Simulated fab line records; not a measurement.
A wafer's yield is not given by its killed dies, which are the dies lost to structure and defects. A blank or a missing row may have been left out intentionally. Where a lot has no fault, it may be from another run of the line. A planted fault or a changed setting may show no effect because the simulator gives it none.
8D (eight disciplines) problem report, filled in by code    flow sky130    the parts of the form that need people (team, actions taken, sign-off) are left out

## 1. THE PROBLEM
SPACER_CVD_00_THK at SKY_SPACER_THK_MEAS_01 reads a mean of 60.6 nm on 3 wafers of 1 lot; wafers without a fault read 42.9 nm with a standard deviation of 0.42. That is +42 standard deviations from the usual mean.
The first sign was on wafer L667.1 at day 30 20:48, on film-metro-02. Wafers with a number at this step in the record: 30, from 10 lots. The rule behind "out" and "out of limits": a value lying over 4 standard deviations away from the usual mean. Any other wafer with a number is counted as sound.

## 2. WHAT THIS IS AND IS NOT
question                     is                      is not
which readings at this step  SPACER_CVD_00_THK       -
which lots                   L667                    L646, L648, L649, L651, L653, L656, L658, L664, L665
which wafers of those lots   all that have a number  -
read on which gauges         film-metro-02           film-metro-01, film-metro-04
when                         from day 30 20:48       up to then (27 sound wafers)

## 3. WHAT RULES OUT EACH SUSPECT
Counting: a tool at a process step up to the reading stays a suspect if it ran every lot that is out and no sound lot after the first of them.
- the gauge at SKY_SPACER_THK_MEAS_01 has been ruled out. All the wafers that are out were read on film-metro-02, but those of them that SKY_SPACER_ETCHBACK_02 has rows for are out there too, on other tools.
- plasma-asher-04 at SKY_VT_ADJUST_HVTP_STRIP_10 (strips in O2/N2): kept. It ran the lot that is out, L667 (day 12 05:50), and no sound lot after that; its last sound lot up to then is L665 (day 11 09:32).
- lpcvd-02 at SKY_SPACER_CVD_00 (deposits Si3N4 from DCS/NH3, target thk 43.1 nm, time 740 s): kept. It ran the lot that is out, L667 (day 30 19:35), and no sound lot after that; its last sound lot up to then is L665 (day 29 20:35).
Remaining after the count are plasma-asher-04 at SKY_VT_ADJUST_HVTP_STRIP_10 and lpcvd-02 at SKY_SPACER_CVD_00.

## 4. THE CAUSE (what the simulator had put in)
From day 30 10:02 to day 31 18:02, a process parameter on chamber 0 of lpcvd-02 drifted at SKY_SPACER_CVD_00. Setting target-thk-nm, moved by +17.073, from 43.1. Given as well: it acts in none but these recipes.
Counting leaves 2 suspects; this tool is one of them.

## 5. SEQUENCE OF EFFECTS, ordered by route
One row per reading whose mean, taken over the struck wafers that have a number, lies over 3 standard deviations from the usual. Only readings for which the record gives a usual standard deviation are gone through. hours: the time from each lot's start at the first step in this table that gives one to its start at this step, as a median over the lots. sigmas: the change in usual standard deviations.
hours  step                    reading              usual       on struck wafers  change  sigmas
0      SKY_SPACER_THK_MEAS_01  SPACER_CVD_00_THK    42.9 nm     60.6              +17.7   +42
0      SKY_SPACER_ETCHBACK_02  oes-product-au       0.853 a.u.  0.997             +0.144  +20
488    SKY_PAD_OPEN_PROBE_99   killed-at-front-end  15          419               +404    +94
488    SKY_PAD_OPEN_PROBE_99   killed-dies          85          492               +407    +42
488    SKY_PAD_OPEN_PROBE_99   killed-on-rim        17          96                +79     +19
The process steps in it:
- SKY_SPACER_ETCHBACK_02: etches Si3N4 in CH3F/O2, stops on SiO2, time 46.7 s, target depth 45 nm.
- SKY_PAD_OPEN_PROBE_99

## 6. HOW IT WOULD HAVE BEEN CAUGHT EARLIER
The first out-of-limits reading at a measuring or inspecting step in this record came at day 30 20:48, 11 hours after the fault's start at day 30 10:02.
Tool readings at SKY_SPACER_CVD_00 with a usual standard deviation given in the record: none out on any struck wafer, hence no alarm at a limit of 4 standard deviations on them.
By day 30 20:48 the whole set of lots that are out, 1 in number, had already begun SKY_SPACER_CVD_00 on lpcvd-02. None of them would have been spared by holding the tool at that moment.
